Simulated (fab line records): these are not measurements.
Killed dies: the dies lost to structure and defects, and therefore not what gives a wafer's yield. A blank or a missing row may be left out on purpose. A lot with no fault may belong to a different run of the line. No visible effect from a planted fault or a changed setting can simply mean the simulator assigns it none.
Comparing a struck lot with a sound one ; flow gf180mcu ; 16 steps out of a route of 602
Sound: these wafers, L799.2, L799.3, L799.4. Struck: wafer L808.5 (L808.1, L808.3, from the same lot, were not struck and are left out); the cause is given at the end.
Each step with rows lists, per side, the tool, then ch with its chambers, then its first start. Under that, the readings that differ: sound wafers ; struck wafers ; difference of the means ; sigmas: that difference in standard deviations of wafers without a fault.
alike: readings with means less than 2 such deviations apart, plus words and numbers identical on both sides. not compared: withheld readings, readings lacking a value on some wafer, bounds such as >300 that could conceal the same value, and numbers that have no deviation in the record and whose values overlap.
A row with sigmas, a row that says differs or no value, or rows on one side alone: a step with any of these is where the two part. When numbers do not overlap yet have no deviation, they are printed without sigmas and do not part them. A reading that every wafer of one side lacks parts them only if that side has two wafers or more.

GF_M2_SPUTTER_04: material TiN, target thk 50 nm, time 41.7 s.
  sound on pvd-sputter-01, day 20 16:27; struck on pvd-sputter-01, day 24 06:39
  alike: cathode-dc-power-W, throttle-valve-pct
GF_M2_RS_MEAS_05: measures by four-point-probe.
  sound on film-metro-03, day 20 16:31; struck on film-metro-03, day 24 06:41
  alike: M2_ALCU_RS
GF_M2_THK_MEAS_06: measures by xrf.
  sound on film-metro-03, day 20 16:37; struck on film-metro-03, day 24 06:49
  alike: M2_ALCU_THK
then, 7 steps without rows for these wafers: GF_M2_DEHYDRATE_07 (time 60 s); GF_M2_HMDS_08 (prime time 60 s); GF_M2_COAT_09 (resist thk 1000 nm); GF_M2_SOFTBAKE_10 (time 60 s); GF_M2_EXPOSE_11 (exposes mask Metal2, target cd 280 nm); GF_M2_PEB_12 (peb time 90 s); GF_M2_DEVELOP_13 (develop time 60 s).
GF_M2_CD_MEAS_14 targets a cd of 280 nm.
  sound on cd-sem-01, day 21 15:56; struck on cd-sem-01, day 25 04:10
reading;sound;struck;difference;sigmas
cd-nm (nm);280.3 279.5 278.7;282.5;+3.0;+2
GF_M2_OVL_MEAS_15:
  sound on overlay-01, day 21 16:02; struck on overlay-01, day 25 04:17
  alike: M2_OVL
GF_M2_METAL_ETCH_16: etches the open film in Cl2/BCl3, stops on SiO2, target depth 750.8 nm, time 125.1 s.
  sound on rie-metal-04 ch 0,1, day 21 16:04; struck on rie-metal-03 ch 0, day 25 04:19
reading;sound;struck;difference;sigmas
bias-w (W);139.8 139.4 139.5;140.5;+0.9;+2
model.KrF_of_M2_COAT_09.thk-nm (nm);680.8 682.4 689.8;586.6;-97.7;
  alike: drypump-motor-current-A, oes-product-au, throttle-valve-pct
  not compared: rf-hours-counter-h
GF_M2_STRIP_17: strips in O2/N2.
  sound on plasma-asher-02 ch 0,1, day 21 16:12; struck on plasma-asher-03 ch 1, day 25 04:27
reading;sound;struck;difference;sigmas
oes-product-au (a.u.);0.531 0.537 0.547;0.499;-0.039;-8
strip-time-to-endpoint-s (s);7.34 7.35 7.44;6.41;-0.97;-22
  alike: drypump-motor-current-A, heater-power-w
  not compared: rf-hours-counter-h
then, 2 steps without rows for these wafers: GF_M2_STRIP_18 (strips in post etch residue remover, time 1200 s); GF_PASSIVATION_PROBE_99.

WHERE THEY PART
Earliest at GF_M2_CD_MEAS_14; latest, in this record, at GF_M2_STRIP_17.

WHY: what the simulator had put in
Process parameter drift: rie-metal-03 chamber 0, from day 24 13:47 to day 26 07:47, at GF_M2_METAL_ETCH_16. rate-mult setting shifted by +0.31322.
